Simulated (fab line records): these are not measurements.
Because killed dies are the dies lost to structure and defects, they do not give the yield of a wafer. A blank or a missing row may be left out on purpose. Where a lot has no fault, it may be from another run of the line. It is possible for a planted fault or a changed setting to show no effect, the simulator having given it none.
Which tool did it? + flow sky130 + 42 wafers sampled from 14 lots at 1 step of a route of 708

WHAT EACH GAUGE READ, for each wafer
SKY_NWELL_OVL_MEAS_23. Usual: NWELL_01_OVL typically reads 0.5 nm, with standard deviation 1.6.
| lot  | measured     | on         | NWELL_01_OVL (nm) | flag |
|------|--------------|------------|-------------------|------|
| L646 | day 5 04:06  | overlay-01 | -0.4 -1.6 1.1     |      |
| L647 | day 5 09:56  | overlay-02 | -0.7 -0.6 0.2     |      |
| L648 | day 5 17:24  | overlay-02 | 1.6 1.9 1.3       |      |
| L649 | day 5 20:59  | overlay-02 | 0.8 0.6 0.1       |      |
| L650 | day 6 08:00  | overlay-02 | 1.6 0.4 -0.5      |      |
| L651 | day 6 21:25  | overlay-01 | -2.3 -0.9 -2.4    |      |
| L652 | day 7 03:55  | overlay-01 | 1.8 -0.5 -0.4     |      |
| L653 | day 7 04:44  | overlay-01 | 0.7 -1.2 2.1      |      |
| L654 | day 7 14:53  | overlay-02 | 3.2 4.5 2.6       |      |
| L663 | day 9 15:34  | overlay-02 | -0.8 -1.6 -0.9    |      |
| L665 | day 10 04:11 | overlay-02 | 0.0 -0.8 0.7      |      |
| L666 | day 10 10:08 | overlay-01 | -2.8 -1.0 -0.5    |      |
| L668 | day 10 19:48 | overlay-01 | 0.6 3.2 0.6       |      |
| L669 | day 11 01:52 | overlay-01 | 2.2 1.6 0.7       |      |

WHAT TOOL EACH LOT RAN ON (gives the tool, then ch and the chambers of the sampled wafers, and finally the start)
Record: no process step prior to these readings.

WHAT THE TOOLS THEMSELVES READ (means of the sampled wafers that have a number; where no wafer has one, the mark that the record gives instead)
The record holds no such reading with a usual standard deviation.

THE ANSWER, worked out from the rows above alone
Rule: lot off if the mean of its wafers having a number is beyond 3 standard deviations from the usual mean. Also off: a lot with no number at a reading for which 4 or more lots have one. Any other lot the step has rows for is counted as sound. After the gauges, taken in route order, come the tools' own readings; for these a lot's mean is taken, as printed above. At the first step where some lot is off, the reading lying furthest off is the one used; lots without a number count as furthest.
No lot is off on any of the readings shown, so nothing can be concluded from this.

WHAT THE SIMULATOR HAD INSERTED
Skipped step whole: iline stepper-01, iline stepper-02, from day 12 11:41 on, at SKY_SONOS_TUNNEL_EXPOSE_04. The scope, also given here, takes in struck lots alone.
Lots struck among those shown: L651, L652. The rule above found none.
